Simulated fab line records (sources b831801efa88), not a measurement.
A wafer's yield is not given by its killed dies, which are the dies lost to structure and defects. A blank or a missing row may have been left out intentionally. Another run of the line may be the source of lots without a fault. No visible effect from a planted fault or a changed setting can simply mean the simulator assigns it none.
fab line records | flow sky130
record: lots: 12 wafers: 36 last_day: 49
route steps=708 shown VIA1@478 PAD_OPEN@708
lots that met no fault: from a run of the same line without faults
start_h: the number of hours between the record's first day and the start of the first shown wafer of the lot | wait_h: hours from the lot's prior step to this one | " as in the row above | L1.1+2: several wafers, shown together as one row | - no value present, or no start provided | * or withheld: withheld | < > ~ a bound
route shown NAME@n: names a module that has steps shown in the file, with the first one's number in the route | usual: mean/standard deviation taken from wafers without a fault | same: alike in all rows | chamber/n: place in a boat | sites: the reading at each site | _std_site: the values' standard deviation | _edge_site: outer sites' mean less inner sites' | radius_mm: how far each site lies from the wafer's centre | mask NAME#n: copy n | behind: the tool/chamber that last shaped the wafer | hold: what put the lot on hold/how long, in hours/how the hold closed | device: the n, p or np transistor that did not switch | end of line: tests run on the same wafers once the route is complete | a step without rows: its recipe alone | killed: dies that structure and defects cost at the first sort, which is not the same as the wafer's yield | map: a wafer's dies, x killed, . not, _ none there
set.NAME: the setting as run; set.NAME@STEP: as run at that earlier step | model.NAME: the simulator's own value behind a step, which no gauge read
route steps across a sampled set of lots; one table per step, one row per wafer
services: from which hour (start_h, from the record's first day; less than 0 if before it) a tool's chamber was out of use, for how many hours, and why
== steps ==
step: SKY_VIA1_SPUTTER_20
recipe: material: TiN target_thk_nm: 20 chamber_pressure_pa: 5 power_w: 4000 time_s: 80
usual: throttle_valve_pct: 30.7/1.1
columns lot.wafer tool chamber start_h wait_h throttle_valve_pct
L212.2 pvd_sputter-02 - 794.76 0.0 29.8
L212.4 " - " " 31.2
L212.5 " - " " 29.8
L213.1 pvd_sputter-02 - 798.28 0.0 29.3
L213.2 " - " " 29.3
L213.3 " - " " 31.5
L214.1 pvd_sputter-02 - 808.46 0.0 29.9
L214.2 " - " " 31.4
L214.6 " - " " 29.1
L217.1 pvd_sputter-02 - 832.66 0.0 31.3
L217.3 " - " " 29.7
L217.6 " - " " 31.0
L218.1 pvd_sputter-02 - 848.62 0.0 31.3
L218.4 " - " " 29.2
L218.5 " - " " 30.5
L223.3 pvd_sputter-01 - 892.95 0.0 30.1
L223.4 " - " " 32.2
L223.6 " - " " 31.9
L227.1 pvd_sputter-04 - 927.21 0.0 31.9
L227.4 " - " " 32.4
L227.5 " - " " 29.4
L229.2 pvd_sputter-04 - 927.96 0.0 32.5
L229.3 " - " " 30.9
L229.6 " - " " 29.7
L228.3 pvd_sputter-04 - 928.61 0.0 32.4
L228.5 " - " " 31.8
L228.6 " - " " 32.4
L226.1 pvd_sputter-04 - 931.16 0.0 32.4
L226.4 " - " " 29.6
L226.5 " - " " 31.1
L230.1 pvd_sputter-04 - 936.60 0.0 32.5
L230.3 " - " " 31.8
L230.4 " - " " 30.7
L231.1 pvd_sputter-04 - 937.27 0.0 29.6
L231.4 " - " " 30.8
L231.5 " - " " 29.7
step: SKY_VIA1_CVD_21
recipe: material: W target_thk_nm: 270 time_s: 80.902 temp_c: 400 pressure_torr: 40
usual: heater_power_w: 821/140 susceptor_temp_C: 400.03/0.21
columns lot.wafer tool chamber start_h wait_h heater_power_w susceptor_temp_C
L212.2 cvd_w-01 0 794.82 0.0 877 400.06
L212.4 " 1 " " 768 400.27
L212.5 " 1 " " 760 400.40
L213.1 cvd_w-01 1 798.34 0.0 745 400.36
L213.2 " 0 " " 888 399.99
L213.3 " 1 " " 759 400.26
L214.1 cvd_w-02 0 808.52 0.0 684 399.75
L214.2 " 1 " " 1012 399.77
L214.6 " 0 " " 685 400.46
L217.1 cvd_w-01 0 832.72 0.0 879 399.89
L217.3 " 1 " " 747 400.18
L217.6 " 1 " " 767 399.94
L218.1 cvd_w-01 0 848.68 0.0 874 400.00
L218.4 " 0 " " 862 400.07
L218.5 " 0 " " 875 399.95
L223.3 cvd_w-01 1 893.07 0.1 750 400.18
L223.4 " 1 " " 757 399.99
L223.6 " 1 " " 744 399.98
L227.1 cvd_w-01 1 927.27 0.0 724 399.93
L227.4 " 1 " " 737 400.07
L227.5 " 1 " " 722 399.88
L229.2 cvd_w-01 0 928.02 0.0 838 400.00
L229.3 " 1 " " 729 399.90
L229.6 " 1 " " 736 400.06
L228.3 cvd_w-01 0 928.70 0.1 842 399.73
L228.5 " 0 " " 819 399.82
L228.6 " 1 " " 729 400.28
L226.1 cvd_w-02 1 931.22 0.0 997 400.17
L226.4 " 1 " " 1062 400.28
L226.5 " 1 " " 1035 400.25
L230.1 cvd_w-01 0 936.66 0.0 840 400.12
L230.3 " 1 " " 729 399.79
L230.4 " 0 " " 846 400.10
L231.1 cvd_w-02 0 937.33 0.0 669 399.88
L231.4 " 1 " " 1038 399.88
L231.5 " 0 " " 688 400.15
step: SKY_VIA1_RS_MEAS_22
recipe: thk_meas_gauge: four-point-probe reads: W_of_VIA1_CVD_21+TiN_of_VIA1_SPUTTER_20
usual: VIA1_W_RS: 0.426/0.0042
columns lot.wafer tool chamber start_h wait_h VIA1_W_RS[ohm/sq]
L212.2 film_metro-01 - 794.93 0.1 0.428
L212.4 " - " " 0.433
L212.5 " - " " 0.435
L213.1 film_metro-01 - 798.44 0.1 0.421
L213.2 " - " " 0.422
L213.3 " - " " 0.427
L214.1 film_metro-03 - 808.61 0.1 0.433
L214.2 " - " " 0.428
L214.6 " - " " 0.433
L217.1 film_metro-01 - 832.81 0.1 0.427
L217.3 " - " " 0.423
L217.6 " - " " 0.424
L218.1 film_metro-02 - 848.78 0.1 0.428
L218.4 " - " " 0.427
L218.5 " - " " 0.424
L223.3 film_metro-02 - 893.24 0.1 0.421
L223.4 " - " " 0.418
L223.6 " - " " 0.420
L227.1 film_metro-01 - 927.36 0.1 0.418
L227.4 " - " " 0.424
L227.5 " - " " 0.419
L229.2 film_metro-02 - 928.13 0.1 0.422
L229.3 " - " " 0.425
L229.6 " - " " 0.426
L228.3 film_metro-01 - 928.80 0.1 0.419
L228.5 " - " " 0.418
L228.6 " - " " 0.419
L226.1 film_metro-01 - 931.31 0.1 0.426
L226.4 " - " " 0.427
L226.5 " - " " 0.426
L230.1 film_metro-02 - 936.76 0.1 0.426
L230.3 " - " " 0.426
L230.4 " - " " 0.425
L231.1 film_metro-02 - 937.45 0.1 0.423
L231.4 " - " " 0.427
L231.5 " - " " 0.426
step: SKY_VIA1_CMP_24
recipe: stop_on: SiO2 t_overpolish_s: 15 down_force_psi: 3.5 platen_rpm: 60 target_thk_nm: 0 pad_velocity_m_s: 0.94248
usual: edge_zone_pressure_frac: 1.000/0.0046 head_pressure_psi: 3.500/0.0078 motor_current_A: 10.2/0.92 overpolish_run_s: 15.001/0.009 time_to_endpoint_s: 64.5/2.7
columns lot.wafer tool chamber start_h wait_h edge_zone_pressure_frac head_pressure_psi motor_current_A overpolish_run_s time_to_endpoint_s
L212.2 cmp-01 1 795.09 0.0 1.007 3.504 11.2 15.011 63.4
L212.4 " 2 " " 1.000 3.498 9.9 14.993 62.3
L212.5 " 2 " " 0.999 3.493 9.9 15.005 61.7
L213.3 cmp-02 1 798.69 0.1 0.995 3.514 10.8 15.016 61.8
L213.1 " 2 " " 0.996 3.496 10.5 15.006 64.4
L213.2 " 3 " " 1.005 3.489 9.9 14.992 71.1
L214.2 cmp-01 2 808.79 0.0 1.003 3.479 9.7 14.994 67.3
L214.1 " 3 " " 0.993 3.502 8.9 15.001 64.0
L214.6 " 2 " " 0.997 3.487 10.0 14.993 65.9
L217.1 cmp-02 0 832.99 0.1 - - - - -
L217.3 " 2 " " - - - - -
L217.6 " 0 " " - - - - -
L218.4 cmp-02 0 849.06 0.1 - - - - -
L218.1 " 1 " " - - - - -
L218.5 " 3 " " - - - - -
L223.3 cmp-01 0 893.48 0.1 1.005 3.496 9.5 15.009 63.3
L223.4 " 1 " " 0.996 3.496 11.9 15.006 63.6
L223.6 " 2 " " 1.007 3.506 10.0 14.998 66.5
L227.4 cmp-01 2 927.64 0.1 1.000 3.515 10.2 15.004 65.4
L227.1 " 3 " " 1.003 3.498 8.8 15.015 66.4
L227.5 " 1 " " 0.997 3.484 11.2 15.015 66.5
L229.2 cmp-02 1 928.29 0.0 0.999 3.504 11.3 14.997 62.0
L229.3 " 0 " " 1.010 3.509 9.8 14.991 62.9
L229.6 " 2 " " 0.997 3.509 10.8 15.002 62.4
L228.3 cmp-01 3 929.04 0.1 0.995 3.494 8.5 15.000 61.9
L228.6 " 1 " " 1.002 3.506 11.5 14.983 63.2
L228.5 " 2 " " 1.003 3.496 10.4 14.996 64.5
L226.1 cmp-02 0 931.49 0.1 1.000 3.511 9.7 15.023 63.6
L226.4 " 1 " " 0.992 3.497 10.9 14.992 59.1
L226.5 " 0 " " 0.999 3.499 10.1 14.980 66.5
L230.3 cmp-02 0 936.99 0.1 1.000 3.491 10.1 15.008 59.9
L230.4 " 1 " " 1.004 3.496 11.5 15.003 62.0
L230.1 " 2 " " 0.989 3.490 11.0 15.001 62.0
L231.1 cmp-02 3 937.68 0.1 1.004 3.502 9.4 15.003 68.0
L231.4 " 1 " " 1.005 3.506 10.8 15.009 62.7
L231.5 " 3 " " 0.996 3.503 9.7 15.009 67.3
step: SKY_PAD_OPEN_PROBE_99
usual: defect_limited_yield: 82.5/2.1 killed_at_M0_to_M3: 43/7.7 killed_at_M4_up: 3.4/1.9 killed_at_contacts: 25/5.6 killed_at_front_end: 14/4.3 killed_at_other: 0.2/0.5 killed_dies: 86/10 killed_on_rim: 17/4.1 killed_open: 47/7.2 killed_short: 39/6.7 sort_bin_3_pad_short: 0.9/0.46 sort_bin_5_function: 10.4/1.5 sort_bin_6_memory: 6.2/1.2 sort_n_pass: 406/10 sort_yield_pct: 82.5/2.1
same: gross_dies: 492 killed_at_back_side: 0 sort_bin_4_leakage[%]: 0 sort_bin_8_speed[%]: 0
columns lot.wafer tool chamber start_h wait_h defect_limited_yield[%] killed_at_M0_to_M3 killed_at_M4_up killed_at_contacts killed_at_front_end killed_at_other killed_dies killed_on_rim killed_open killed_short sort_bin_3_pad_short[%] sort_bin_5_function[%] sort_bin_6_memory[%] sort_n_pass sort_yield_pct[%]
L212.2 prober-02 - 1078.20 0.1 83.3 48 4 16 13 1 82 16 45 37 0.4 10.8 5.5 410 83.3
L212.4 prober-02 - 1078.30 0.2 84.8 37 5 20 11 2 75 17 45 30 1.2 9.3 4.7 417 84.8
L212.5 prober-02 - 1078.35 0.2 88.0 35 2 16 6 0 59 17 28 31 1.0 6.9 4.1 433 88.0
L213.1 prober-01 - 1079.14 0.1 83.5 42 2 20 17 0 81 15 39 42 1.0 10.8 4.7 411 83.5
L213.2 prober-01 - 1079.19 0.1 81.5 38 1 29 21 2 91 15 50 41 0.8 9.6 8.1 401 81.5
L213.3 prober-01 - 1079.24 0.2 80.9 41 3 28 22 0 94 18 52 42 1.2 11.0 6.9 398 80.9
L214.1 prober-02 - 1088.15 0.1 79.7 51 3 32 14 0 100 20 60 40 0.4 12.0 7.9 392 79.7
L214.2 prober-02 - 1088.20 0.1 82.3 48 5 25 9 0 87 14 46 41 1.8 9.8 6.1 405 82.3
L214.6 prober-02 - 1088.40 0.2 83.9 36 0 32 11 0 79 14 46 33 1.2 8.9 5.9 413 83.9
L217.1 prober-01 - 1109.11 0.1 0 460 3 18 11 0 492 96 40 35 86.0 9.6 4.5 0 0
L217.3 prober-01 - 1109.21 0.2 0 445 2 34 11 0 492 96 54 35 82.1 11.8 6.1 0 0
L217.6 prober-01 - 1109.36 0.2 0 464 2 18 8 0 492 96 31 30 88.2 6.9 4.9 0 0
L218.1 prober-02 - 1120.33 0.1 0 447 2 31 12 0 492 96 55 39 82.1 11.2 6.7 0 0
L218.4 prober-02 - 1120.48 0.2 0 452 1 25 13 1 492 96 40 37 85.6 9.1 5.3 0 0
L218.5 prober-02 - 1120.53 0.2 0 455 1 24 12 0 492 96 47 34 84.6 8.9 6.5 0 0
L223.3 prober-01 - 1153.31 0.2 87.4 35 5 14 7 1 62 11 33 29 0.8 8.3 3.5 430 87.4
L223.4 prober-01 - 1153.36 0.2 84.8 39 4 19 13 0 75 12 44 31 0.6 8.3 6.3 417 84.8
L223.6 prober-01 - 1153.46 0.2 86.6 30 1 20 14 1 66 14 42 24 0.2 8.7 4.5 426 86.6
L227.1 prober-02 - 1174.90 0.1 83.7 44 0 23 13 0 80 19 46 34 0.8 9.1 6.3 412 83.7
L227.4 prober-02 - 1175.05 0.2 74.8 73 8 27 16 0 124 29 62 62 1.0 16.5 7.7 368 74.8
L227.5 prober-02 - 1175.10 0.2 81.1 57 2 19 15 0 93 14 41 52 1.0 12.6 5.3 399 81.1
L229.2 prober-01 - 1178.05 0.1 78.3 55 5 34 13 0 107 16 57 50 1.2 13.2 7.3 385 78.3
L229.3 prober-01 - 1178.10 0.2 81.5 41 6 29 15 0 91 12 50 41 0.6 10.8 7.1 401 81.5
L229.6 prober-01 - 1178.25 0.2 82.7 43 4 23 15 0 85 17 44 41 0 10.4 6.9 407 82.7
L226.1 prober-02 - 1178.29 0.1 81.7 55 3 20 12 0 90 16 47 43 1.2 10.4 6.7 402 81.7
L226.4 prober-02 - 1178.44 0.2 81.5 40 5 28 18 0 91 21 45 46 0.8 10.8 6.9 401 81.5
L226.5 prober-02 - 1178.49 0.2 81.1 43 2 32 16 0 93 19 48 45 0.4 11.0 7.5 399 81.1
L228.3 prober-01 - 1179.60 0.2 83.3 39 4 25 13 1 82 12 46 36 0.6 10.2 5.9 410 83.3
L228.5 prober-01 - 1179.70 0.2 79.3 50 2 28 21 1 102 22 52 50 1.4 11.8 7.5 390 79.3
L228.6 prober-01 - 1179.75 0.2 84.1 40 4 19 15 0 78 14 46 32 0.8 9.6 5.5 414 84.1
L230.1 prober-02 - 1185.21 0.1 83.5 30 1 23 27 0 81 16 43 38 0 10.8 5.7 411 83.5
L230.3 prober-02 - 1185.31 0.2 83.1 32 2 32 17 0 83 17 48 35 1.6 8.7 6.5 409 83.1
L230.4 prober-02 - 1185.36 0.2 83.7 39 2 24 14 1 80 17 39 41 0.6 10.0 5.7 412 83.7
L231.1 prober-01 - 1186.26 0.1 86.0 33 3 25 8 0 69 18 40 29 1.0 7.5 5.5 423 86.0
L231.4 prober-01 - 1186.41 0.2 80.9 39 4 28 22 1 94 24 51 43 0.6 11.0 7.5 398 80.9
L231.5 prober-01 - 1186.46 0.2 82.3 34 5 33 15 0 87 17 61 26 0.4 12.2 5.1 405 82.3
killed by level:class
L212.2 VIA2:geometric_particle:open=9 VIA1:geometric_particle:open=9 METAL1:geometric_particle:short=6 VIA3:geometric_particle:short=6 VIA3:geometric_particle:open=6 LI_CONTACT:geometric_particle:open=5 CONTACT:geometric_particle:open=5 FIELD_ISO:geometric_particle:open=4
L212.4 VIA2:geometric_particle:open=10 CONTACT:geometric_particle:open=9 VIA3:geometric_particle:open=7 METAL1:geometric_particle:short=5 FIELD_ISO:geometric_particle:short=4 CONTACT:geometric_particle:short=4 VIA1:geometric_particle:short=4 LI_CONTACT:geometric_particle:open=3
L212.5 METAL2:geometric_particle:short=7 CONTACT:geometric_particle:short=6 CONTACT:geometric_particle:open=6 VIA3:geometric_particle:open=6 VIA1:geometric_particle:open=4 VIA1:geometric_particle:short=4 METAL3:geometric_particle:short=4 FIELD_ISO:geometric_particle:open=2
L213.1 VIA3:geometric_particle:short=8 VIA2:geometric_particle:open=7 VIA1:geometric_particle:open=7 CONTACT:geometric_particle:open=6 CONTACT:geometric_particle:short=5 METAL2:geometric_particle:short=5 LOCAL_INTERCONNECT:geometric_particle:short=4 POLY_GATE:geometric_particle:open=4
L213.2 CONTACT:geometric_particle:open=10 VIA1:geometric_particle:open=10 LI_CONTACT:geometric_particle:open=9 VIA1:geometric_particle:short=6 METAL1:geometric_particle:short=5 METAL2:geometric_particle:short=5 FIELD_ISO:geometric_particle:open=4 FIELD_ISO:geometric_particle:short=4
L213.3 CONTACT:geometric_particle:open=11 METAL2:geometric_particle:short=10 VIA1:geometric_particle:open=10 LI_CONTACT:geometric_particle:open=8 FIELD_ISO:geometric_particle:short=6 VIA3:geometric_particle:open=5 FIELD_ISO:geometric_particle:open=4 POLY_GATE:geometric_particle:open=4
L214.1 CONTACT:geometric_particle:open=11 LI_CONTACT:geometric_particle:open=10 VIA3:geometric_particle:open=10 VIA2:geometric_particle:open=9 LOCAL_INTERCONNECT:geometric_particle:short=8 VIA1:geometric_particle:open=6 VIA1:geometric_particle:short=5 VIA3:geometric_particle:short=5
L214.2 VIA2:geometric_particle:open=10 VIA1:geometric_particle:open=9 CONTACT:geometric_particle:open=8 METAL1:geometric_particle:short=7 CONTACT:geometric_particle:short=6 LI_CONTACT:geometric_particle:open=5 METAL4:geometric_particle:short=4 METAL2:geometric_particle:short=4
L214.6 VIA2:geometric_particle:open=10 LI_CONTACT:geometric_particle:open=9 CONTACT:geometric_particle:open=9 LI_CONTACT:geometric_particle:short=7 VIA1:geometric_particle:open=5 POLY_GATE:geometric_particle:short=4 CONTACT:geometric_particle:short=4 VIA1:geometric_particle:short=4
L217.1 VIA1:area_cmp=417 VIA1:geometric_particle:open=9 CONTACT:geometric_particle:open=9 VIA3:geometric_particle:open=8 POLY_GATE:geometric_particle:short=7 VIA2:geometric_particle:open=6 VIA3:geometric_particle:short=5 LOCAL_INTERCONNECT:geometric_particle:short=4
L217.3 VIA1:area_cmp=403 VIA1:geometric_particle:open=13 CONTACT:geometric_particle:open=11 LI_CONTACT:geometric_particle:open=9 VIA1:geometric_particle:short=7 LOCAL_INTERCONNECT:geometric_particle:short=5 METAL2:geometric_particle:open=5 POLY_GATE:geometric_particle:open=4
L217.6 VIA1:area_cmp=431 VIA1:geometric_particle:open=12 CONTACT:geometric_particle:open=7 LOCAL_INTERCONNECT:geometric_particle:short=5 POLY_GATE:geometric_particle:short=4 METAL1:geometric_particle:short=4 METAL3:geometric_particle:short=4 CONTACT:geometric_particle:short=3
L218.1 VIA1:area_cmp=398 VIA1:geometric_particle:open=16 CONTACT:geometric_particle:open=15 LI_CONTACT:geometric_particle:open=7 METAL1:geometric_particle:short=7 VIA2:geometric_particle:open=6 VIA3:geometric_particle:short=6 CONTACT:geometric_particle:short=5
L218.4 VIA1:area_cmp=415 CONTACT:geometric_particle:open=11 VIA2:geometric_particle:open=10 VIA1:geometric_particle:open=9 FIELD_ISO:geometric_particle:short=6 LOCAL_INTERCONNECT:geometric_particle:short=5 CONTACT:geometric_particle:short=5 VIA3:geometric_particle:short=5
L218.5 VIA1:area_cmp=411 VIA1:geometric_particle:open=10 CONTACT:geometric_particle:open=8 VIA2:geometric_particle:short=6 LI_CONTACT:geometric_particle:open=6 VIA2:geometric_particle:open=6 POLY_GATE:geometric_particle:short=4 VIA3:geometric_particle:open=4
L223.3 VIA1:geometric_particle:open=6 VIA3:geometric_particle:open=6 VIA2:geometric_particle:open=6 LI_CONTACT:geometric_particle:open=5 VIA1:geometric_particle:short=5 LOCAL_INTERCONNECT:geometric_particle:short=4 POLY_GATE:geometric_particle:short=3 METAL2:geometric_particle:short=3
L223.4 VIA1:geometric_particle:open=14 VIA1:geometric_particle:short=8 CONTACT:geometric_particle:open=6 VIA3:geometric_particle:open=6 FIELD_ISO:geometric_particle:open=4 FIELD_ISO:geometric_particle:short=4 LI_CONTACT:geometric_particle:open=4 CONTACT:geometric_particle:short=4
L223.6 VIA1:geometric_particle:open=9 LI_CONTACT:geometric_particle:open=8 CONTACT:geometric_particle:open=8 FIELD_ISO:geometric_particle:short=5 METAL1:geometric_particle:short=4 VIA2:geometric_particle:open=4 METAL3:geometric_particle:short=4 POLY_CUT:geometric_particle:open=3
L227.1 VIA3:geometric_particle:open=9 LI_CONTACT:geometric_particle:open=7 CONTACT:geometric_particle:open=7 VIA2:geometric_particle:open=7 VIA1:geometric_particle:open=7 METAL1:geometric_particle:short=5 METAL2:geometric_particle:short=5 POLY_GATE:geometric_particle:open=4
L227.4 VIA1:geometric_particle:open=16 METAL2:geometric_particle:short=14 VIA1:geometric_particle:short=14 CONTACT:geometric_particle:open=9 VIA3:geometric_particle:open=8 VIA2:geometric_particle:open=7 FIELD_ISO:geometric_particle:open=6 METAL1:geometric_particle:short=5
L227.5 VIA1:geometric_particle:open=13 VIA1:geometric_particle:short=12 METAL2:geometric_particle:short=9 CONTACT:geometric_particle:open=7 METAL1:geometric_particle:short=7 METAL3:geometric_particle:short=7 FIELD_ISO:geometric_particle:short=6 LOCAL_INTERCONNECT:geometric_particle:short=5
L229.2 VIA1:geometric_particle:open=21 LI_CONTACT:geometric_particle:open=11 LOCAL_INTERCONNECT:geometric_particle:short=10 VIA1:geometric_particle:short=9 VIA2:geometric_particle:open=7 METAL2:geometric_particle:short=6 CONTACT:geometric_particle:open=6 CONTACT:geometric_particle:short=5
L229.3 CONTACT:geometric_particle:open=10 LI_CONTACT:geometric_particle:open=9 VIA3:geometric_particle:open=8 VIA1:geometric_particle:short=8 METAL1:geometric_particle:short=7 VIA1:geometric_particle:open=7 POLY_GATE:geometric_particle:open=6 POLY_GATE:geometric_particle:short=5
L229.6 METAL2:geometric_particle:short=12 CONTACT:geometric_particle:open=11 VIA1:geometric_particle:open=11 LI_CONTACT:geometric_particle:open=6 FIELD_ISO:geometric_particle:short=5 METAL3:geometric_particle:short=5 FIELD_ISO:geometric_particle:open=4 METAL4:geometric_particle:short=4
L226.1 CONTACT:geometric_particle:open=9 VIA2:geometric_particle:open=9 VIA1:geometric_particle:open=7 VIA1:geometric_particle:short=6 METAL1:geometric_particle:short=6 METAL2:geometric_particle:short=6 VIA3:geometric_particle:short=5 VIA3:geometric_particle:open=4
L226.4 CONTACT:geometric_particle:open=10 LI_CONTACT:geometric_particle:open=9 FIELD_ISO:geometric_particle:short=7 METAL1:geometric_particle:short=7 VIA2:geometric_particle:open=7 VIA1:geometric_particle:open=7 VIA1:geometric_particle:short=5 METAL2:geometric_particle:short=5
L226.5 VIA1:geometric_particle:open=12 CONTACT:geometric_particle:open=9 LI_CONTACT:geometric_particle:open=7 VIA1:geometric_particle:short=7 LOCAL_INTERCONNECT:geometric_particle:short=6 CONTACT:geometric_particle:short=5 METAL2:geometric_particle:short=5 FIELD_ISO:geometric_particle:open=4
L228.3 CONTACT:geometric_particle:open=11 VIA1:geometric_particle:open=10 METAL2:geometric_particle:short=10 FIELD_ISO:geometric_particle:open=6 VIA2:geometric_particle:open=5 CONTACT:geometric_particle:short=4 VIA3:geometric_particle:open=4 FIELD_ISO:geometric_particle:short=3
L228.5 CONTACT:geometric_particle:open=13 METAL1:geometric_particle:short=8 POLY_GATE:geometric_particle:short=7 VIA1:geometric_particle:open=7 METAL2:geometric_particle:short=7 VIA3:geometric_particle:open=7 VIA2:geometric_particle:open=5 LI_CONTACT:geometric_particle:open=4
L228.6 VIA3:geometric_particle:open=12 VIA1:geometric_particle:open=10 CONTACT:geometric_particle:open=7 FIELD_ISO:geometric_particle:short=6 METAL1:geometric_particle:short=5 CONTACT:geometric_particle:short=4 FIELD_ISO:geometric_particle:open=3 LI_CONTACT:geometric_particle:short=3
L230.1 CONTACT:geometric_particle:open=9 FIELD_ISO:geometric_particle:open=7 POLY_GATE:geometric_particle:short=7 VIA1:geometric_particle:open=7 FIELD_ISO:geometric_particle:short=6 POLY_GATE:geometric_particle:open=6 LI_CONTACT:geometric_particle:open=6 VIA1:geometric_particle:short=6
L230.3 CONTACT:geometric_particle:open=9 LI_CONTACT:geometric_particle:open=8 VIA1:geometric_particle:open=8 FIELD_ISO:geometric_particle:open=6 METAL1:geometric_particle:short=5 LOCAL_INTERCONNECT:geometric_particle:short=5 VIA2:geometric_particle:open=5 FIELD_ISO:geometric_particle:short=4
L230.4 CONTACT:geometric_particle:open=9 VIA3:geometric_particle:open=9 VIA2:geometric_particle:open=6 FIELD_ISO:geometric_particle:short=5 CONTACT:geometric_particle:short=5 METAL3:geometric_particle:short=5 LI_CONTACT:geometric_particle:open=4 LOCAL_INTERCONNECT:geometric_particle:short=4
L231.1 VIA1:geometric_particle:open=8 LI_CONTACT:geometric_particle:open=7 LOCAL_INTERCONNECT:geometric_particle:short=7 CONTACT:geometric_particle:open=6 VIA2:geometric_particle:open=5 VIA2:geometric_particle:short=4 VIA3:geometric_particle:open=4 FIELD_ISO:geometric_particle:short=3
L231.4 CONTACT:geometric_particle:open=12 VIA1:geometric_particle:open=12 CONTACT:geometric_particle:short=9 VIA2:geometric_particle:open=6 VIA3:geometric_particle:open=6 FIELD_ISO:geometric_particle:short=5 POLY_GATE:geometric_particle:open=4 LI_CONTACT:geometric_particle:open=4
L231.5 CONTACT:geometric_particle:open=14 LI_CONTACT:geometric_particle:open=11 VIA1:geometric_particle:open=6 METAL2:geometric_particle:open=5 VIA3:geometric_particle:open=5 FIELD_ISO:geometric_particle:open=4 LOCAL_INTERCONNECT:geometric_particle:short=4 METAL2:geometric_particle:short=4
== services ==
columns tool chamber start_h hours kind
cmp-02 - 771.37 1.0 repair
pvd_sputter-01 - 775.56 2.4 repair
cmp-02 - 776.88 11.8 repair
cmp-02 - 783.87 12.0 repair
cmp-01 - 796.02 7.4 pm
cmp-02 - 812.85 1.7 repair
cmp-02 - 814.53 3.2 pm
cmp-02 - 819.42 8.4 pm
cvd_w-02 0 831.77 3.4 repair
cmp-01 - 832.54 1.8 repair
cmp-01 - 837.20 4.2 pm
cvd_w-02 1 882.37 15.5 repair
cvd_w-01 0 882.47 12.4 repair
pvd_sputter-04 - 888.33 7.5 repair
cvd_w-02 0 889.49 6.0 repair
pvd_sputter-02 - 893.60 1.5 repair
cmp-01 - 895.81 3.2 repair
cvd_w-01 - 904.00 14.0 pm
cvd_w-01 0 904.00 14.0 vent_cycle
cvd_w-01 - 904.35 1.4 repair
cmp-01 - 906.08 2.2 repair
cmp-01 - 912.00 4.0 pm
cmp-02 - 913.09 3.3 repair
cmp-02 - 919.54 1.3 repair
== key ==
first_sign: step: SKY_VIA1_CMP_24 reading: tool_record direction: missing
effect: step: SKY_PAD_OPEN_PROBE_99 reading: sort_bin_3_pad_short direction: up sigmas: 99+ usual: 0.9 struck: 84.8
more_kills_born_at: SKY_VIA1_CMP_24@cmp-02: 2457
met_at SKY_VIA1_CMP_24
struck_lots L217,L218
later_rows_left_out L217.1,L217.3,L217.6,L218.1,L218.4,L218.5
not_acting_at SKY_VIA1_SPUTTER_20,SKY_VIA1_CVD_21,SKY_VIA1_RS_MEAS_22
onset_between 798.69 832.99
fault: kind: skipped_step_whole tool: cmp-02 chamber: - onset_h: 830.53 steps: SKY_VIA1_CMP_24 scope: struck_lots_only
later_rows_left_out: the simulator's readings of these wafers behind a module that went badly wrong aren't trusted and aren't shown, but for the sort
